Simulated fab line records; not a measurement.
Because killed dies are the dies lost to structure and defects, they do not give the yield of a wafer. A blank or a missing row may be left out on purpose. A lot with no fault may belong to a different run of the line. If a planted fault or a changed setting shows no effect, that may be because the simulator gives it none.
A lot that was struck, set against a sound lot	flow sky130	31 steps out of a route of 708
Sound: the wafers L842.4, L842.5, L842.6. Struck: wafers L857.3, L857.5. (L857.6 of the same lot was not struck and is left out.) The cause comes at the end.
For every step that has rows: the tool of each side, followed by ch and its chambers, followed by its first start. Under that, the readings that differ: sound wafers	struck wafers	difference of the means	sigmas: that difference in standard deviations of wafers without a fault.
alike: readings whose means differ by less than 2 such deviations, and words and numbers that are the same on both sides. not compared: withheld readings, readings that some wafer has no value for, bounds like >300 that may hide the same value, and numbers for which the record gives no deviation and whose values overlap.
A row with sigmas, a row that says differs or no value, or rows on one side alone: a step with any of these is where the two part. When numbers do not overlap yet have no deviation, they are printed without sigmas and do not part them. A reading missing from all wafers of one side parts the sides only when that side holds two or more wafers.

SKY_LI_CONTACT_OVL_MEAS_13:
  sound on overlay-02 at day 30 04:28; struck on overlay-01 at day 35 09:19
  alike: LI_CONTACT_OVL
SKY_LI_CONTACT_ETCH_14: etches BARC in N2/H2, stops on SiO2, time 45.9 s, target depth 60 nm.
  sound on rieDiel-03 ch 1,2, day 30 04:29; struck on rieDiel-03 ch 0,1, day 35 09:20
reading	sound	struck	difference	sigmas
oesProductAu (a.u.)	0.849 0.851 0.853	0.864 0.862	+0.012	+3
  alike: chamberPressureMTorr, drypumpMotorCurrentA, throttleValvePct
  not compared: rfHoursCounterH
then, 5 steps without rows for these wafers: SKY_LI_CONTACT_ETCH_15 (etches PSG in C4F8/O2/Ar, stops on Si, target depth 600 nm); SKY_LI_CONTACT_STRIP_16 (strips in O2/N2); SKY_LI_CONTACT_CLEAN_17 (cleans in NMP, time 600 s); SKY_LI_CONTACT_PRE_CLEAN_18 (time 5.6 s); SKY_LI_CONTACT_SPUTTER_19 (material Ti, target thk 20 nm, time 106.37 s).
SKY_LI_CONTACT_SPUTTER_20: material TiN, target thk 20 nm, time 80 s.
  sound on pvdSputter-03 at day 30 04:59; struck on pvdSputter-01 at day 35 09:50
  alike: throttleValvePct
SKY_LI_CONTACT_CVD_21: deposits W, target thk 400 nm, time 120.56 s.
  sound on cvdW-02 ch 0,1, day 30 05:05; struck on cvdW-02 ch 0, day 35 09:56
  alike: heaterPowerW
SKY_LI_CONTACT_RS_MEAS_22: uses a four-point probe to measure.
  sound on filmMetro-04 at day 30 05:14; struck on filmMetro-03 at day 35 10:04
  alike: LI_CONTACT_W_RS
SKY_LI_CONTACT_THK_MEAS_23: measures by xrf.
  sound on filmMetro-04 at day 30 05:19; struck on filmMetro-03 at day 35 10:10
  alike: LI_CONTACT_W_THK
then, 1 step without rows for these wafers: SKY_LI_CONTACT_CMP_24 (polishes, stops on PSG, t overpolish 20 s, target thk 0 nm).
SKY_LOCAL_INTERCONNECT_SPUTTER_00: material TiN, target thk 100 nm, time 83.3 s.
  sound on pvdSputter-04 at day 30 05:39; struck on pvdSputter-04 at day 35 10:30
reading	sound	struck	difference	sigmas
model.TiN_of_LOCAL_INTERCONNECT_SPUTTER_00.thkNm (nm)	100.8 99.69 101.4	117.4 117	+16.6	
  alike: substrateTempC, throttleValvePct
SKY_LOCAL_INTERCONNECT_RS_MEAS_01: uses a four-point probe to measure.
  sound on filmMetro-02 at day 30 05:46; struck on filmMetro-02 at day 35 10:36
reading	sound	struck	difference	sigmas
LOCAL_INTERCONNECT_TIN_RS (ohm/sq)	14.02 14.17 13.93	11.97 11.99	-2.06	-12
SKY_LOCAL_INTERCONNECT_THK_MEAS_02: measures by xrf.
  sound on filmMetro-02 at day 30 05:52; struck on filmMetro-02 at day 35 10:42
reading	sound	struck	difference	sigmas
LOCAL_INTERCONNECT_TIN_THK (nm)	99.5 98.4 100.1	116.0 115.5	+16.4	+14
then, 8 steps without rows for these wafers: SKY_LOCAL_INTERCONNECT_DEHYDRATE_03 (time 60 s); SKY_LOCAL_INTERCONNECT_HMDS_04 (prime time 60 s); SKY_LOCAL_INTERCONNECT_COAT_05 (resist thk 60 nm); SKY_LOCAL_INTERCONNECT_COAT_06 (resist thk 450 nm); SKY_LOCAL_INTERCONNECT_SOFTBAKE_07 (time 90 s); SKY_LOCAL_INTERCONNECT_EXPOSE_08 (exposes mask LI1M, target cd 170 nm); SKY_LOCAL_INTERCONNECT_PEB_09; SKY_LOCAL_INTERCONNECT_DEVELOP_10 (develop time 60 s).
SKY_LOCAL_INTERCONNECT_CD_MEAS_11: the cd target is 170 nm.
  sound on cdSem-02 at day 31 10:23; struck on cdSem-02 at day 36 13:00
  alike: cdNm
SKY_LOCAL_INTERCONNECT_OVL_MEAS_12:
  sound on overlay-01 at day 31 10:28; struck on overlay-02 at day 36 13:06
  alike: LOCAL_INTERCONNECT_OVL
SKY_LOCAL_INTERCONNECT_ETCH_13: etches BARC in N2/H2, stops on SiO2, time 45.9 s, target depth 60 nm.
  sound on rieMetal-01 ch 0,1, day 31 10:31; struck on rieMetal-01 ch 1, day 36 13:08
  alike: chamberPressureMTorr, drypumpMotorCurrentA, oesProductAu, throttleValvePct
  not compared: rfHoursCounterH
SKY_LOCAL_INTERCONNECT_METAL_ETCH_14: etches TiN in Cl2/BCl3, stops on PSG, target depth 110 nm, time 31.4 s.
  sound on rieMetal-01 ch 0,1, day 31 10:34; struck on rieMetal-01 ch 1, day 36 13:12
reading	sound	struck	difference	sigmas
oesProductAu (a.u.)	0.943 0.936 0.960	1.014 1.008	+0.065	+8
throttleValvePct (%)	21.896 21.916 21.897	21.873 21.857	-0.038	-4
  alike: chamberPressureMTorr, drypumpMotorCurrentA
  not compared: rfHoursCounterH
SKY_LOCAL_INTERCONNECT_STRIP_15: strips in O2/N2.
  sound on plasmaAsher-03 ch 0,1, day 31 10:38; struck on plasmaAsher-03 ch 0,1, day 36 13:16
  alike: chamberPressureMTorr, drypumpMotorCurrentA, oesProductAu, stripTimeToEndpointS
  not compared: rfHoursCounterH
SKY_LOCAL_INTERCONNECT_STRIP_16: strips in post etch residue remover, time 1200 s.
  sound on wetBench-04 ch 2, day 31 10:42; struck on wetBench-04 ch 0, day 36 13:20
reading	sound	struck	difference	sigmas
model.TiN_of_LOCAL_INTERCONNECT_SPUTTER_00.thkNm (nm)	100.4 99.26 101	117 116.6	+17	
then, 1 step without rows for these wafers: SKY_LOCAL_INTERCONNECT_CLEAN_17 (cleans in IPA, time 180 s).
-- record jumps: 14 days separate the struck wafers' starts on either side; left off in module LOCAL_INTERCONNECT, taken up again in module PAD_OPEN, whose first shown step is the route's number 708 --
SKY_PAD_OPEN_PROBE_99:
  sound on prober-02 at day 46 16:04; struck on prober-02 at day 50 06:06
  alike: killed_at_M0_to_M3, killed_at_M4_up, killedAtContacts, killedAtFrontEnd, killedAtOther, killedDies, killedOpen, killedShort

WHERE THEY PART
First at SKY_LI_CONTACT_ETCH_14; last, within this record, at SKY_LOCAL_INTERCONNECT_METAL_ETCH_14. Later steps at which nothing parts them and some readings are alike: SKY_LOCAL_INTERCONNECT_STRIP_15, SKY_PAD_OPEN_PROBE_99.

WHY: whatever the simulator had introduced
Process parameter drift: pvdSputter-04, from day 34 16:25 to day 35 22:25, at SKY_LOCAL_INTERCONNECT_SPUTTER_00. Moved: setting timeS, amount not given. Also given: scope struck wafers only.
